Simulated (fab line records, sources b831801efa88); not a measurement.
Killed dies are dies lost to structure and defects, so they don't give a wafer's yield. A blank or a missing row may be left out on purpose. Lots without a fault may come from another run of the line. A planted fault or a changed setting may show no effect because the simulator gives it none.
Which tool did it? | flow sfq_line | 14 lots, 42 wafers sampled, at 7 steps of a route of 325

WHAT THE GAUGES READ, wafer by wafer
SFQ_I3_OVL_MEAS_923. Usual: I3_OVL -1 nm, standard deviation 5.8.
lot  | measured     | on         | I3_OVL (nm) | flag
L666 | day 32 06:58 | overlay-01 | 8 0 1       |
L667 | day 32 12:58 | overlay-02 | -7 -8 -3    |
L668 | day 32 22:35 | overlay-02 | 6 7 -1      |
L669 | day 33 12:52 | overlay-01 | -3 6 -1     |
L670 | day 33 23:41 | overlay-01 | -3 0 -1     |
L671 | day 34 03:17 | overlay-02 | -7 -10 -5   |
L672 | day 34 14:04 | overlay-02 | -7 1 1      |
L673 | day 34 21:16 | overlay-01 | 5 4 0       |
L674 | day 35 04:29 | overlay-01 | 3 1 -3      |
L675 | day 35 19:38 | overlay-01 | -14 -1 -12  |
L676 | day 35 22:01 | overlay-01 | 9 6 13      |
L677 | day 36 04:01 | overlay-01 | 4 -6 -5     |
L682 | day 37 20:49 | overlay-02 | -1 0 -4     |
L684 | day 38 11:13 | overlay-02 | 9 8 8       |

SFQ_I4_BOW_MEAS_927. Usual: I4_BOW 6 um, standard deviation 10.
lot  | measured     | on            | I4_BOW (um)    | flag
L666 | day 37 09:31 | film_metro-02 | -1 11 6        |
L667 | day 37 19:53 | film_metro-02 | 24 25 21       |
L668 | day 38 04:54 | film_metro-01 | 10 12 21       |
L669 | day 38 19:23 | film_metro-01 | -1 -1 -6       |
L670 | day 39 07:27 | film_metro-01 | 8 0 3          |
L671 | day 39 14:26 | film_metro-01 | 8 7 2          |
L672 | day 39 23:23 | film_metro-03 | 7 3 4          |
L673 | day 40 00:13 | film_metro-02 | 28 25 28       |
L674 | day 40 09:15 | film_metro-03 | 20 18 14       |
L675 | day 40 17:27 | film_metro-02 | 7 3 8          |
L676 | day 40 21:13 | film_metro-03 | -16 -29 -7     |
L677 | day 41 02:23 | film_metro-02 | 14 6 -1        |
L682 | day 42 10:42 | film_metro-02 | 8 13 1 - - -   |
L684 | day 43 01:42 | film_metro-02 | -10 -3 5 - - - |

SFQ_R5_THK_MEAS_934: measures by xrf. Usual: R5_MONX_THK 41.0 nm, standard deviation 0.56.
lot  | measured     | on            | R5_MONX_THK (nm) | flag
L666 | day 47 01:07 | film_metro-01 | 41.8 40.8 41.0   |
L667 | day 47 04:07 | film_metro-03 | 41.3 41.7 41.1   |
L668 | day 47 10:01 | film_metro-01 | 40.6 40.3 40.0   |
L669 | day 47 16:07 | film_metro-04 | 40.7 40.6 40.9   |
L670 | day 48 07:21 | film_metro-01 | 40.5 40.1 40.2   |
L671 | day 48 11:46 | film_metro-01 | 40.3 40.7 40.1   |
L672 | day 49 06:37 | film_metro-04 | 42.1 40.7 40.9   |
L673 | day 49 07:57 | film_metro-01 | 41.2 40.7 40.6   |
L674 | day 49 21:52 | film_metro-04 | 39.8 40.4 40.4   |
L675 | day 56 12:48 | film_metro-01 | 41.4 41.1 41.4   |
L676 | day 56 21:02 | film_metro-04 | 40.5 41.1 40.5   |
L677 | day 57 09:12 | film_metro-01 | 41.4 42.1 41.8   |
L682 | day 59 00:16 | film_metro-04 | 41.4 41.4 40.9   |
L684 | day 59 23:56 | film_metro-03 | 40.7 40.2 41.3   |

SFQ_M8_RS_MEAS_949: measures by four-point-probe. Usual: M8_AU_RS 0.1530 ohm/sq, standard deviation 0.0022.
lot  | measured     | on            | M8_AU_RS (ohm/sq)    | flag
L666 | day 76 17:32 | film_metro-03 | 0.1497 0.1531 0.1492 |
L667 | day 77 01:56 | film_metro-02 | 0.1525 0.1532 0.1514 |
L668 | day 77 05:34 | film_metro-03 | 0.1488 0.1499 0.1505 |
L669 | day 77 09:16 | film_metro-01 | 0.1544 0.1534 0.1520 |
L670 | day 77 20:15 | film_metro-01 | 0.1514 0.1549 0.1518 |
L671 | day 78 01:55 | film_metro-02 | 0.1506 0.1532 0.1508 |
L672 | day 78 06:40 | film_metro-02 | 0.1528 0.1542 0.1558 |
L673 | day 78 12:40 | film_metro-02 | 0.1522 0.1547 0.1510 |
L674 | day 78 15:07 | film_metro-03 | 0.1506 0.1535 0.1517 |
L675 | day 79 04:20 | film_metro-01 | 0.1514 0.1523 0.1572 |
L676 | day 79 06:40 | film_metro-02 | 0.1508 0.1537 0.1504 |
L677 | day 79 09:04 | film_metro-03 | 0.1545 0.1495 0.1542 |
L682 | day 79 19:52 | film_metro-02 | 0.1555 0.1511 0.1549 |
L684 | day 80 04:16 | film_metro-02 | 0.1533 0.1512 0.1530 |

WHICH TOOL RAN EACH LOT (tool, then ch and the chambers of the sampled wafers, then the start)
lot  | SFQ_TRILAYER_I4_CMP_CMP_100   | SFQ_TRILAYER_I4_METRO_MEASURE_101 | SFQ_TRILAYER_I4_VIA_ETCH_VIA_ETCH_106
L666 | cmp-02 ch 0,1,2, day 37 06:31 | film_metro-02, day 37 09:38       | rie_diel-03 ch 1,2,3, day 40 18:24
L667 | cmp-01 ch 0,1,3, day 37 17:53 | film_metro-02, day 37 20:00       | rie_diel-03 ch 0,3, day 41 06:24
L668 | cmp-01 ch 0,1,3, day 38 01:53 | film_metro-01, day 38 05:12       | rie_diel-03 ch 0,1,3, day 41 21:34
L669 | cmp-01 ch 0,2,3, day 38 16:23 | film_metro-01, day 38 19:31       | rie_diel-02 ch 0,2, day 42 14:22
L670 | cmp-01 ch 2,3, day 39 04:23   | film_metro-01, day 39 08:07       | rie_diel-01 ch 0,1,3, day 43 07:12
L671 | cmp-01 ch 0,1,2, day 39 11:23 | film_metro-01, day 39 14:55       | rie_diel-03 ch 0,1,2, day 43 09:32
L672 | cmp-01 ch 1,2,3, day 39 20:23 | film_metro-03, day 39 23:31       | rie_diel-02 ch 0,2,3, day 43 19:08
L673 | cmp-02 ch 0,1,2, day 39 21:13 | film_metro-02, day 40 00:20       | rie_diel-01 ch 0,1,3, day 43 20:20
L674 | cmp-02 ch 0,2,3, day 40 06:43 | film_metro-03, day 40 09:44       | rie_diel-02 ch 0,2, day 44 08:20
L675 | cmp-01 ch 0,1,2, day 40 15:23 | film_metro-02, day 40 18:07       | rie_diel-02 ch 2,3, day 44 15:32
L676 | cmp-02 ch 1,2,3, day 40 18:13 | film_metro-03, day 40 21:20       | rie_diel-03 ch 0,1,2, day 44 20:20
L677 | cmp-01 ch 0,2,3, day 40 23:23 | film_metro-02, day 41 02:31       | rie_diel-01 ch 0,1,3, day 45 01:08
L682 | cmp-02 ch 0,3, day 42 07:42   | film_metro-02, day 42 15:01       | rie_diel-01 ch 1,2, day 46 12:06
L684 | cmp-02 ch 0,2, day 42 22:42   | film_metro-02, day 43 04:34       | rie_diel-03 ch 1,2,3, day 47 09:49
- SFQ_TRILAYER_I4_CMP_CMP_100: polishes SiO2.
- SFQ_TRILAYER_I4_METRO_MEASURE_101
- SFQ_TRILAYER_I4_VIA_ETCH_VIA_ETCH_106: etches SiO2 in CHF3, stops on Nb, target depth 260 nm.

WHAT THE TOOLS THEMSELVES READ (means of the sampled wafers that have a number; where no wafer has one, the mark that the record gives instead)
SFQ_TRILAYER_I4_CMP_CMP_100. Usual: motor_current_A 10.1 A, standard deviation 0.57; time_to_endpoint_s 214 s, standard deviation 11.
lot  | tool   | motor_current_A (A) | time_to_endpoint_s (s) | flag
L666 | cmp-02 | 9.6                 | 208                    |
L667 | cmp-01 | 10.5                | 224                    |
L668 | cmp-01 | 10.4                | 202                    |
L669 | cmp-01 | 10.3                | 226                    |
L670 | cmp-01 | 10.6                | 213                    |
L671 | cmp-01 | 10.5                | 216                    |
L672 | cmp-01 | 10.6                | 220                    |
L673 | cmp-02 | 9.8                 | 220                    |
L674 | cmp-02 | 9.4                 | 210                    |
L675 | cmp-01 | 10.5                | 213                    |
L676 | cmp-02 | 9.8                 | 209                    |
L677 | cmp-01 | 10.6                | 213                    |
L682 | cmp-02 | 9.9                 | 252                    | OFF
L684 | cmp-02 | 9.7                 | 255                    | OFF

SFQ_TRILAYER_I4_METRO_MEASURE_101. Usual: thk_nm 200.1 nm, standard deviation 1.5.
lot  | tool          | thk_nm (nm) | flag
L666 | film_metro-02 | 201.2       |
L667 | film_metro-02 | 200.4       |
L668 | film_metro-01 | 201.1       |
L669 | film_metro-01 | 201.7       |
L670 | film_metro-01 | 199.9       |
L671 | film_metro-01 | 199.8       |
L672 | film_metro-03 | 200.8       |
L673 | film_metro-02 | 198.8       |
L674 | film_metro-03 | 199.2       |
L675 | film_metro-02 | 199.2       |
L676 | film_metro-03 | 199.2       |
L677 | film_metro-02 | 199.9       |
L682 | film_metro-02 | 150.3       | OFF
L684 | film_metro-02 | 149.9       | OFF

SFQ_TRILAYER_I4_VIA_ETCH_VIA_ETCH_106. Usual: drypump_motor_current_A 5.6 A, standard deviation 0.38; oes_product_au 0.854 a.u., standard deviation 0.0054.
lot  | tool        | drypump_motor_current_A (A) | oes_product_au (a.u.) | flag
L666 | rie_diel-03 | 5.7                         | 0.854                 |
L667 | rie_diel-03 | 5.5                         | 0.854                 |
L668 | rie_diel-03 | 5.4                         | 0.857                 |
L669 | rie_diel-02 | 5.9                         | 0.858                 |
L670 | rie_diel-01 | 5.9                         | 0.856                 |
L671 | rie_diel-03 | 5.3                         | 0.847                 |
L672 | rie_diel-02 | 5.9                         | 0.857                 |
L673 | rie_diel-01 | 5.9                         | 0.855                 |
L674 | rie_diel-02 | 5.9                         | 0.851                 |
L675 | rie_diel-02 | 5.8                         | 0.853                 |
L676 | rie_diel-03 | 5.3                         | 0.854                 |
L677 | rie_diel-01 | 5.9                         | 0.854                 |
L682 | rie_diel-01 | 5.8                         | 0.738                 | OFF
L684 | rie_diel-03 | 5.7                         | 0.736                 | OFF

THE ANSWER, worked out from the rows above alone
Rule: a lot is off if the mean of its wafers that have a number lies more than 3 standard deviations from the usual mean. A lot without any number at a reading at which 4 lots or more have one is off too. The other lots that the step has rows for count as sound. The gauges are gone through in route order, then the tools' own readings, and for those a lot's mean is taken as printed above. The first step at which some lot is off is used, and at that step the reading that is off furthest; a lot without a number counts as furthest.
Off: L682, L684, at SFQ_TRILAYER_I4_CMP_CMP_100 (time_to_endpoint_s).
A tool fits if, at that step or a process step before it, it ran every lot that is off, and no sound lot after the first of them. One fits: cmp-02 at SFQ_TRILAYER_I4_CMP_CMP_100. Its last sound lot is L676 (day 40 18:13), its first lot that is off L682 (day 42 07:42): a fault that began between those two fits.
The tool's own readings at SFQ_TRILAYER_I4_CMP_CMP_100 bear it out: on the lots that are off they differ by more than 5 times the standard deviation of the sound lots' means. time_to_endpoint_s reads 254 s there against 214 s on the sound lots.

WHAT THE SIMULATOR HAD PUT IN
Process parameter drift: cmp-02, from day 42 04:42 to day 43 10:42, at SFQ_TRILAYER_I4_CMP_CMP_100. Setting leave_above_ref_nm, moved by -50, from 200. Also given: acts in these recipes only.
Lots struck among those shown: L682, L684. The rule above found the same.
